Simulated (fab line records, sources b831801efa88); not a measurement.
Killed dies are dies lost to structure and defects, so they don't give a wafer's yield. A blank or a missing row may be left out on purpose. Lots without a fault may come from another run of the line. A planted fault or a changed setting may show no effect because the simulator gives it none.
Problem report in the 8D (eight disciplines) form, filled by code | flow gf180mcu | the parts of the form that need people (team, actions taken, sign-off) are left out

1. THE PROBLEM
V2_W_RS at GF_V2_RS_MEAS_24 reads a mean of 0.435 ohm/sq on 3 wafers of 2 lots; wafers without a fault read 0.326 ohm/sq with a standard deviation of 0.0047. That is +23 standard deviations from the usual mean.
The step: measures by four-point-probe.
First seen on wafer L431.2, day 24 17:18, on film_metro-04. The record holds 30 wafers of 10 lots with a number at this step. Rule for "out", or "out of limits": more than 4 standard deviations from the usual mean. The other wafers with a number count as sound.

2. WHAT IT IS AND WHAT IT IS NOT
question                    | is                     | is not
which readings at this step | V2_W_RS                | -
which lots                  | L431, L432             | L419, L422, L423, L425, L428, L430, L437, L442
which wafers of those lots  | L431.2, L431.5, L432.3 | L431.1, L432.4, L432.5
read on which gauges        | film_metro-04          | film_metro-02, film_metro-03
when                        | from day 24 17:18      | up to then (19 sound wafers); but 8 sound wafers of L432, L437, L442 came after

3. SUSPECTS, AND WHAT RULES EACH OUT
Counting: a tool at a process step up to the reading stays a suspect if it ran every lot that is out. Sound lots after the first of them don't rule it out here, since some wafers of a struck lot are sound.
- the gauge at GF_V2_RS_MEAS_24: ruled out. All the wafers that are out were read on film_metro-04, but those of them that GF_V2_CMP_26 has rows for are out there too, on other tools.
- pvd_sputter-02 at GF_M2_SPUTTER_03 (material Ti, target thk 10 nm, time 6.7 s): kept. It ran every lot that is out, first L431 (day 22 17:22); its last sound lot up to then is L430 (day 22 07:08).
- cvd_w-01 at GF_V2_CVD_23 (deposits W, target thk 350 nm, time 104.94 s): kept. It ran every lot that is out, first L431 (day 24 17:11); its last sound lot up to then is L430 (day 24 07:11).
- Within cvd_w-01 at GF_V2_CVD_23: the wafers that are out ran in chamber 1; their sound lot-mates ran in chamber 0.
Left after counting: pvd_sputter-02 at GF_M2_SPUTTER_03, cvd_w-01 at GF_V2_CVD_23.

4. THE CAUSE (what the simulator had put in)
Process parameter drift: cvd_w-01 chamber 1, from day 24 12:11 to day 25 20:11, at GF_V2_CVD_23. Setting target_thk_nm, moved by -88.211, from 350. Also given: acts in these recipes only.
Counting left 2 suspects, and this tool is among them.

5. THE CHAIN OF EFFECTS, in route order
Each row: a reading whose mean over the struck wafers that have a number lies more than 3 standard deviations from the usual. Only readings for which the record gives a usual standard deviation are gone through. hours: the time from each lot's start at the first step in this table that gives one to its start at this step, as a median over the lots. sigmas: the change in usual standard deviations.
hours | step              | reading            | usual        | on struck wafers | change | sigmas
0     | GF_V2_RS_MEAS_24  | V2_W_RS            | 0.326 ohm/sq | 0.435            | +0.109 | +23
0     | GF_V2_THK_MEAS_25 | V2_W_THK           | 351 nm       | 262              | -89    | -15
0     | GF_V2_CMP_26      | time_to_endpoint_s | 85 s         | 62               | -23    | -7.4
The process steps in it:
- GF_V2_CMP_26: polishes, stops on SiO2, t overpolish 15 s, target thk 0 nm.

6. WHAT WOULD HAVE CAUGHT IT SOONER
In this record the first reading out of limits at a measuring or inspecting step was taken at day 24 17:18, 5 hours after the fault began at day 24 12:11.
Of the tool readings at GF_V2_CVD_23 for which the record gives a usual standard deviation, none was out on any struck wafer, so an alarm limit of 4 standard deviations on them would not have fired.
Of the lots that are out (2), L432 began GF_V2_CVD_23 on cvd_w-01 after day 24 17:18. A hold on the tool at that time would have spared it.
